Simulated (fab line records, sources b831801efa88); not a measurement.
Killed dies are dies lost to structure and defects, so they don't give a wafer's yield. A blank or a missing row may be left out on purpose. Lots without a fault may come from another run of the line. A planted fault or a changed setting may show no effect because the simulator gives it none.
A struck lot beside a sound one | flow sfq_line | 42 steps out of a route of 325
Sound: wafers L136.2, L136.3, L136.4. Struck: wafers L140.1, L140.2, L140.5. The cause comes at the end.
At each step with rows: each side's tool, then ch and its chambers, then its first start. Under that, the readings that differ: sound wafers | struck wafers | difference of the means | sigmas: that difference in standard deviations of wafers without a fault.
alike: readings whose means differ by less than 2 such deviations, and words and numbers that are the same on both sides. not compared: withheld readings, readings that some wafer has no value for, bounds like >300 that may hide the same value, and numbers for which the record gives no deviation and whose values overlap.
The two part at a step that has a row with sigmas, a row that says differs or no value, or rows on one side only. Numbers that don't overlap but have no deviation are shown without sigmas and don't part them. A reading that every wafer of one side lacks parts them only if that side has two wafers or more.

first, 6 steps without rows for these wafers: SFQ_TRILAYER_M4_LITHO_COAT_098 (resist thk 62 nm); SFQ_TRILAYER_M4_LITHO_COAT_093 (resist thk 600 nm); SFQ_TRILAYER_M4_LITHO_SOFTBAKE_097; SFQ_TRILAYER_M4_LITHO_EXPOSE_094 (exposes mask M4, target cd 500 nm); SFQ_TRILAYER_M4_LITHO_PEB_096 (peb time 60 s); SFQ_TRILAYER_M4_LITHO_DEVELOP_095 (time 60 s).
SFQ_M4_OVL_MEAS_926:
  sound on overlay-02, day 35 05:22; struck on overlay-01, day 36 20:14
  alike: M4_OVL
SFQ_TRILAYER_M4_BARC_OPEN_METAL_ETCH_123: etches BARC in O2, target depth 125 nm, time 41.7 s.
  sound on rie_metal-02 ch 0,1, day 35 05:23; struck on rie_metal-03 ch 0,1, day 36 20:16
  alike: drypump_motor_current_A, oes_product_au
  not compared: rf_hours_counter_h
then, 1 step without rows for these wafers: SFQ_TRILAYER_M4_ETCH_METAL_ETCH_096 (etches Nb in Cl2/Ar, stops on SiO2, target depth 240 nm, time 120 s).
SFQ_TRILAYER_M4_STRIP_STRIP_097: strips in O2.
  sound on rie_metal-02 ch 0,1, day 35 05:35; struck on rie_metal-03 ch 0,1, day 36 20:28
  alike: drypump_motor_current_A, oes_product_au
  not compared: rf_hours_counter_h
then, 2 steps without rows for these wafers: SFQ_TRILAYER_M4_STRIP_SOLV_CLEAN_098 (cleans in NMP, time 600 s); SFQ_TRILAYER_I4_DEP_PECVD_099 (deposits SiO2 from SiH4/N2O, time 111.11 s, target thk 500 nm).
-- the record jumps here: 3 days lie between the struck wafers' starts before and after --
SFQ_TRILAYER_I4_CMP_CMP_100: polishes SiO2.
  sound on cmp-01 ch 0,2,3, day 37 16:53; struck on cmp-01 ch 0,1,3, day 39 11:53
  reading                                             | sound           | struck            | difference | sigmas
  time_to_endpoint_s (s)                              | 233 221 226     | 193 200 216       | -24        | -2
  model.SiO2_of_TRILAYER_I4_DEP_PECVD_099.thk_nm (nm) | 203.1 200 200.5 | 218.1 221.2 221.4 | +19.0      |
  alike: motor_current_A
SFQ_I4_BOW_MEAS_927:
  sound on film_metro-02, day 37 19:54; struck on film_metro-01, day 39 14:23
  alike: I4_BOW
SFQ_TRILAYER_I4_METRO_MEASURE_101:
  sound on film_metro-02, day 37 20:12; struck on film_metro-01, day 39 14:31
  reading     | sound             | struck            | difference | sigmas
  thk_nm (nm) | 202.9 200.0 200.4 | 218.0 221.4 221.4 | +19.2      | +13
then, 6 steps without rows for these wafers: SFQ_TRILAYER_I4_VIA_LITHO_COAT_108 (resist thk 62 nm); SFQ_TRILAYER_I4_VIA_LITHO_COAT_103 (resist thk 650 nm); SFQ_TRILAYER_I4_VIA_LITHO_SOFTBAKE_107; SFQ_TRILAYER_I4_VIA_LITHO_EXPOSE_104 (exposes mask I4, target cd 700 nm); SFQ_TRILAYER_I4_VIA_LITHO_PEB_106 (peb time 60 s); SFQ_TRILAYER_I4_VIA_LITHO_DEVELOP_105 (time 60 s).
-- the record jumps here: 4 days lie between the struck wafers' starts before and after --
SFQ_I4_OVL_MEAS_928:
  sound on overlay-02, day 41 06:20; struck on overlay-01, day 43 09:28
  alike: I4_OVL
then, 1 step without rows for these wafers: SFQ_TRILAYER_I4_VIA_BARC_OPEN_VIA_ETCH_146 (etches BARC in O2, target depth 125 nm, time 41.7 s).
SFQ_TRILAYER_I4_VIA_ETCH_VIA_ETCH_106: etches SiO2 in CHF3, stops on Nb, target depth 260 nm.
  sound on rie_diel-03 ch 0,1,2, day 41 06:24; struck on rie_diel-03 ch 2,3, day 43 09:32
  reading                        | sound             | struck            | difference | sigmas
  oes_product_au (a.u.)          | 0.860 0.856 0.852 | 0.894 0.896 0.909 | +0.044     | +8
  model.I4.feature_depth_nm (nm) | 203.1 200 200.5   | 218.1 221.2 221.4 | +19.0      |
  model.etch.depth_nm (nm)       | 203.1 200 200.5   | 218.1 221.2 221.4 | +19.0      |
  alike: drypump_motor_current_A
SFQ_TRILAYER_I4_VIA_STRIP_STRIP_107: strips in O2.
  sound on rie_metal-01 ch 0,1, day 41 06:31; struck on rie_metal-01 ch 0,1, day 43 09:39
  alike: drypump_motor_current_A, oes_product_au
  not compared: rf_hours_counter_h
then, 2 steps without rows for these wafers: SFQ_TRILAYER_I4_VIA_STRIP_SOLV_CLEAN_108 (cleans in NMP, time 600 s); SFQ_TRILAYER_JJ_TRILAYER_DEP_PRE_CLEAN_113 (time 22.5 s).
SFQ_TRILAYER_JJ_TRILAYER_DEP_SPUTTER_109: material Nb, target thk 150 nm, time 100 s.
  sound on pvd_sputter-03, day 41 07:31; struck on pvd_sputter-03, day 43 10:28
  alike: throttle_valve_pct
SFQ_TRILAYER_JJ_TRILAYER_DEP_SPUTTER_110: material Al, target thk 8 nm, time 10 s.
  sound on pvd_sputter-03, day 41 07:35; struck on pvd_sputter-03, day 43 10:32
  alike: throttle_valve_pct
then, 2 steps without rows for these wafers: SFQ_TRILAYER_JJ_TRILAYER_DEP_AL_OXIDATION_111 (oxidation time 600 s); SFQ_TRILAYER_JJ_TRILAYER_DEP_SPUTTER_112 (material Nb, target thk 170 nm, time 113.3 s).
SFQ_JJ_RS_MEAS_929: measures by four-point-probe.
  sound on film_metro-04, day 41 08:43; struck on film_metro-02, day 43 11:38
  alike: JJ_NB_RS
then, 6 steps without rows for these wafers: SFQ_TRILAYER_JJ_CE_LITHO_COAT_119 (resist thk 62 nm); SFQ_TRILAYER_JJ_CE_LITHO_COAT_114 (resist thk 600 nm); SFQ_TRILAYER_JJ_CE_LITHO_SOFTBAKE_118; SFQ_TRILAYER_JJ_CE_LITHO_EXPOSE_115 (exposes mask J5, target cd 700 nm); SFQ_TRILAYER_JJ_CE_LITHO_PEB_117 (peb time 60 s); SFQ_TRILAYER_JJ_CE_LITHO_DEVELOP_116 (time 60 s).
-- the record jumps here: 5 days lie between the struck wafers' starts before and after --
SFQ_JJ_OVL_MEAS_931:
  sound on overlay-01, day 41 19:41; struck on overlay-02, day 48 00:24
  alike: J5_OVL
then, 2 steps without rows for these wafers: SFQ_TRILAYER_JJ_CE_METRO_MEASURE_117; SFQ_TRILAYER_JJ_CE_BARC_OPEN_RIE_150 (chemistry O2, target BARC, target depth 240 nm, time 80 s).
SFQ_TRILAYER_M5_ETCH_METAL_ETCH_126: etches Nb in Cl2/BCl3, stops on SiO2, time 203.2 s, target depth 265 nm.
  sound on rie_metal-03 ch 0,1, day 45 21:34; struck on rie_metal-02 ch 0,1, day 48 06:17
  reading                                             | sound           | struck            | difference | sigmas
  model.SiO2_of_TRILAYER_I4_DEP_PECVD_099.thk_nm (nm) | 183 180.2 180.4 | 198.1 201.1 201.3 | +19.0      |
  alike: drypump_motor_current_A, oes_product_au
  not compared: rf_hours_counter_h

WHERE THEY PART
First at SFQ_TRILAYER_I4_CMP_CMP_100; last, within this record, at SFQ_TRILAYER_I4_VIA_ETCH_VIA_ETCH_106. Later steps at which nothing parts them and some readings are alike: SFQ_TRILAYER_I4_VIA_STRIP_STRIP_107, SFQ_TRILAYER_JJ_TRILAYER_DEP_SPUTTER_109, SFQ_TRILAYER_JJ_TRILAYER_DEP_SPUTTER_110, SFQ_JJ_RS_MEAS_929, SFQ_JJ_OVL_MEAS_931, SFQ_TRILAYER_M5_ETCH_METAL_ETCH_126.

WHY: what the simulator had put in
Process parameter drift: cmp-01, from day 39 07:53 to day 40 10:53, at SFQ_TRILAYER_I4_CMP_CMP_100. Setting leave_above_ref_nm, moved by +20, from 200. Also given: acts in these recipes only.
